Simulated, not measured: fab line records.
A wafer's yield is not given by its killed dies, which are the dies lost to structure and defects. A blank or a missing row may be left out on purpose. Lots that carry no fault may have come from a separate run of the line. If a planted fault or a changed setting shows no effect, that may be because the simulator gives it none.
Which tool did it? + flow gf180mcu + 36 wafers sampled from 12 lots at 1 step of a route of 602

== WHAT THE GAUGES READ, wafer by wafer ==
GF_V1_BOW_MEAS_05.
| lot  | measured     | on            | V1_BOW (um) |
|------|--------------|---------------|-------------|
| L075 | day 17 10:46 | film metro-03 | 92 87 90    |
| L077 | day 18 05:11 | film metro-03 | 78 89 84    |
| L079 | day 18 22:56 | film metro-01 | 75 79 72    |
| L081 | day 19 21:44 | film metro-02 | 79 75 75    |
| L083 | day 20 15:11 | film metro-03 | 94 83 83    |
| L085 | day 21 06:07 | film metro-02 | 72 77 69    |
| L087 | day 21 21:07 | film metro-03 | 80 82 86    |
| L090 | day 23 11:38 | film metro-03 | 86 87 76    |
| L091 | day 23 14:45 | film metro-02 | 71 73 81    |
| L093 | day 23 21:07 | film metro-03 | 80 76 83    |
| L095 | day 25 00:43 | film metro-03 | 89 82 90    |
| L097 | day 25 18:26 | film metro-02 | 84 70 87    |

== WHICH TOOL RAN EACH LOT (tool, then ch and the chambers of the sampled wafers, then the start) ==
The record holds no process step before these readings.

== THE ANSWER, worked out from the rows above alone ==
Rule: usual is defined by the lots themselves. The widest of any qualifying gaps counts: lots, ordered by their means at a reading, are off when they make up no more than a third of the lots, leave a main group of 4 or more, and stand apart from it by 3 or more times the standard deviation of that group's means. Not used: any main group whose means are identical at the precision the tables above print for the reading. A lot without any number at a reading at which 4 lots or more have one is off too. Where the step has rows for the other lots, those lots are counted as sound.
None of the lots is off at any reading shown; this tells nothing.

== WHAT THE SIMULATOR HAD PUT IN ==
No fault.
